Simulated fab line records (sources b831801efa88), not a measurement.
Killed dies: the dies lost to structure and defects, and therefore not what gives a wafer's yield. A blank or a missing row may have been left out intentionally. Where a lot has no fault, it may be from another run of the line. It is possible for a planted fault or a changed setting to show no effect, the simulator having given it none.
A struck lot beside a sound one -- flow sky130 -- 15 steps out of a route of 708
Sound: the wafers L264.1, L264.2, L264.4. Struck: wafer L273.1 (L273.2, L273.3, from the same lot, were not struck and are left out); the cause is given at the end.
At each step with rows: each side's tool, then ch and its chambers, then its first start. Under that, the readings that differ: sound wafers -- struck wafers -- difference of the means -- sigmas: that difference in standard deviations of wafers without a fault.
alike: readings whose means differ by less than 2 such deviations, and words and numbers that are the same on both sides. not compared: withheld readings, readings that some wafer has no value for, bounds like >300 that may hide the same value, and numbers for which the record gives no deviation and whose values overlap.
The two part at a step that has a row with sigmas, a row that says differs or no value, or rows on one side only. Numbers that don't overlap but have no deviation are shown without sigmas and don't part them. A reading that every wafer of one side lacks parts them only if that side has two wafers or more.

first, 6 steps without rows for these wafers: SKY_VIA4_HMDS_05 (prime time 60 s); SKY_VIA4_COAT_06 (resist thk 1140 nm); SKY_VIA4_SOFTBAKE_07 (time 60 s); SKY_VIA4_EXPOSE_08 (exposes mask VIM4, target cd 800 nm); SKY_VIA4_PEB_09; SKY_VIA4_DEVELOP_10 (develop time 60 s).
SKY_VIA4_OVL_MEAS_11:
  sound: overlay-01 at day 44 14:14; struck: overlay-02 at day 46 22:25
  alike: VIA4_OVL
SKY_VIA4_ETCH_12: etches SiO2 in C4F8/O2/Ar, stops on TiN, target depth 580 nm.
  sound on rie-diel-02 ch 0,1,3, day 44 14:17; struck on rie-diel-03 ch 3, day 46 22:28
  alike: oes-product-au
SKY_VIA4_STRIP_13: strips in O2/N2.
  sound on plasma-asher-03 ch 0,1, day 44 14:21; struck on plasma-asher-04 ch 0, day 46 22:32
  alike: drypump-motor-current-A, oes-product-au, strip-time-to-endpoint-s
  not compared: rf-hours-counter-h
then, 3 steps without rows for these wafers: SKY_VIA4_STRIP_14 (strips in post etch residue remover, time 1200 s); SKY_VIA4_CLEAN_15 (cleans in IPA, time 180 s); SKY_VIA4_CLEAN_16 (cleans in O3/DIW).
SKY_VIA4_SPUTTER_17: material TiN, target thk 20 nm, time 80 s.
  sound: pvd-sputter-02 at day 44 14:57; struck: pvd-sputter-02 at day 46 23:07
reading,sound,struck,difference,sigmas
model.TiN_of_VIA4_SPUTTER_17.thk-nm (nm),20.45 19.94 20.27,17.68,-2.54,
  alike: chamber-pressure-pa, throttle-valve-pct
SKY_VIA4_CVD_18: deposits W, target thk 505 nm, time 152.14 s.
  sound on cvd-w-01 ch 0,1, day 44 15:01; struck on cvd-w-01 ch 1, day 46 23:11
  alike: heater-power-w
-- the record jumps here: 2 days lie between the struck wafers' starts before and after (it left off in module VIA4 and takes up again in module PAD_OPEN, whose first step shown is number 708 of the route) --
SKY_PAD_OPEN_PROBE_99:
  only the struck wafers here have rows in the record (prober-01, day 49 11:02); the sound ones have none

== WHERE THEY PART ==
At SKY_PAD_OPEN_PROBE_99 and nowhere else, as far as this record goes.

WHY: whatever the simulator had introduced
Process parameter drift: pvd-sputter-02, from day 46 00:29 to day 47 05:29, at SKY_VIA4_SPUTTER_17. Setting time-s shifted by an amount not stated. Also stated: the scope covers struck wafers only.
